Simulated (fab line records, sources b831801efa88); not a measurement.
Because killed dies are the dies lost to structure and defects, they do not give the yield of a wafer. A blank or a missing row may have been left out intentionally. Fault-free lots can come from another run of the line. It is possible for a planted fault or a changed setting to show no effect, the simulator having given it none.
A struck lot beside a sound one | flow sky130 | 26 steps out of a route of 708
Sound: these wafers, L517.1, L517.3, L517.6. The struck wafers were L524.2, L524.3, L524.4. At the end, the cause is stated.
Per side, at each step with rows, come the tool, then ch with its chambers, and then its first start. Under that, the readings that differ: sound wafers | struck wafers | difference of the means | sigmas: that difference in standard deviations of wafers without a fault.
alike: readings with means less than 2 such deviations apart, plus words and numbers identical on both sides. not compared: withheld readings, readings lacking a value on some wafer, bounds such as >300 that could conceal the same value, and numbers that have no deviation in the record and whose values overlap.
The two part at a step that has a row with sigmas, a row that says differs or no value, or rows on one side only. When numbers do not overlap yet have no deviation, they are printed without sigmas and do not part them. A reading that every wafer of one side lacks parts them only if that side has two wafers or more.

first, 3 steps without rows for these wafers: SKY_CAPM_EXPOSE_09 (exposes mask CAPM, target cd 1000 nm); SKY_CAPM_PEB_10; SKY_CAPM_DEVELOP_11 (develop time 60 s).
SKY_CAPM_OVL_MEAS_12:
  sound: overlay-02 at day 40 08:48; struck: overlay-01 at day 42 00:10
  alike: CAPM_OVL
SKY_CAPM_METAL_ETCH_13: etches TiN in Cl2/BCl3, stops on SiO2, target depth 220 nm, time 62.9 s.
  sound on rie-metal-03 ch 0, day 40 08:50; struck on rie-metal-02 ch 0,1, day 42 00:12
  reading                     | sound       | struck      | difference | sigmas
  drypump-motor-current-A (A) | 5.3 5.3 5.3 | 6.5 6.0 6.5 | +1.0       | +2
  alike: oes-product-au, throttle-valve-pct
  not compared: rf-hours-counter-h
SKY_CAPM_STRIP_14: strips in O2/N2.
  sound on plasma-asher-03 ch 0,1, day 40 08:59; struck on plasma-asher-02 ch 0,1, day 42 00:17
  alike: drypump-motor-current-A, oes-product-au, strip-time-to-endpoint-s
  not compared: rf-hours-counter-h
then, 6 steps without rows for these wafers: SKY_CAPM_STRIP_15 (strips in post etch residue remover, time 1200 s); SKY_CAPM_CLEAN_16 (cleans in IPA, time 180 s); SKY_CAPM_CLEAN_17 (cleans in O3/DIW); SKY_METAL3_DEHYDRATE_05 (time 60 s); SKY_METAL3_HMDS_06 (prime time 60 s); SKY_METAL3_COAT_07 (resist thk 60 nm).
SKY_METAL3_COAT_08: resist thk 1140 nm.
  sound on litho-track-02 ch 0, day 40 21:00; struck on litho-track-02 ch 0, day 42 12:00
  reading                                       | sound          | struck         | difference | sigmas
  model.KrF-thick_of_METAL3_COAT_08.thk-nm (nm) | 1137 1141 1140 | 1165 1169 1170 | +29        |
then, 4 steps without rows for these wafers: SKY_METAL3_SOFTBAKE_09 (time 90 s); SKY_METAL3_EXPOSE_10 (exposes mask MM3, target cd 300 nm); SKY_METAL3_PEB_11; SKY_METAL3_DEVELOP_12 (develop time 60 s).
SKY_METAL3_CD_MEAS_13 targets a cd of 300 nm.
  sound: cd-sem-02 at day 41 09:52; struck: cd-sem-01 at day 42 23:50
  alike: cd-nm
SKY_METAL3_OVL_MEAS_14:
  sound: overlay-02 at day 41 09:59; struck: overlay-02 at day 42 23:56
  alike: METAL3_OVL
SKY_METAL3_DESCUM_15: chemistry O2, time 8 s.
  sound on rie-metal-04 ch 0,1, day 41 10:01; struck on rie-metal-02 ch 0,1, day 42 23:58
  alike: drypump-motor-current-A, oes-product-au
  not compared: rf-hours-counter-h
SKY_METAL3_ETCH_16: etches BARC in N2/H2, stops on SiO2, time 88.2 s, target depth 60 nm.
  sound on rie-metal-04 ch 0,1, day 41 10:03; struck on rie-metal-02 ch 0,1, day 43 00:00
  alike: drypump-motor-current-A, oes-product-au, throttle-valve-pct
  not compared: rf-hours-counter-h
SKY_METAL3_ETCH_17: etches SiO2 in C4F8/O2/Ar, stops on TiN, time 3.9 s, target depth 15 nm.
  sound on rie-diel-01 ch 0,1,2, day 41 10:09; struck on rie-diel-04 ch 0,1,3, day 43 00:06
  alike: oes-product-au
  not compared: rf-hours-counter-h
SKY_METAL3_METAL_ETCH_18: etches the open film in Cl2/BCl3, stops on SiO2, target depth 845 nm, time 183.1 s.
  sound on rie-metal-02 ch 0,1, day 41 10:10; struck on rie-metal-01 ch 0,1, day 43 00:07
  reading                                       | sound             | struck            | difference | sigmas
  model.KrF-thick_of_METAL3_COAT_08.thk-nm (nm) | 530.5 524.4 522.2 | 556.9 560.2 564.6 | +34.9      |
  alike: drypump-motor-current-A, oes-product-au, throttle-valve-pct
  not compared: rf-hours-counter-h
SKY_METAL3_STRIP_19: strips in O2/N2.
  sound on plasma-asher-04 ch 0, day 41 10:20; struck on plasma-asher-01 ch 0,1, day 43 00:17
  reading                      | sound             | struck            | difference | sigmas
  oes-product-au (a.u.)        | 0.500 0.500 0.501 | 0.517 0.513 0.512 | +0.014     | +2
  strip-time-to-endpoint-s (s) | 6.55 6.51 6.48    | 6.83 6.87 6.90    | +0.35      | +4
  alike: drypump-motor-current-A
  not compared: rf-hours-counter-h
then, 1 step without rows for these wafers: SKY_METAL3_STRIP_20 (strips in post etch residue remover, time 1200 s).
-- the record jumps here: 6 days lie between the struck wafers' starts before and after (it left off in module METAL3 and takes up again in module PAD_OPEN, whose first step shown is number 708 of the route) --
SKY_PAD_OPEN_PROBE_99:
  record: rows for the struck wafers here (prober-02, day 49 10:50), none for the sound ones

== WHERE THEY PART ==
At SKY_CAPM_METAL_ETCH_13 first; at SKY_PAD_OPEN_PROBE_99 last (within this record only).

WHY: what the simulator had put in
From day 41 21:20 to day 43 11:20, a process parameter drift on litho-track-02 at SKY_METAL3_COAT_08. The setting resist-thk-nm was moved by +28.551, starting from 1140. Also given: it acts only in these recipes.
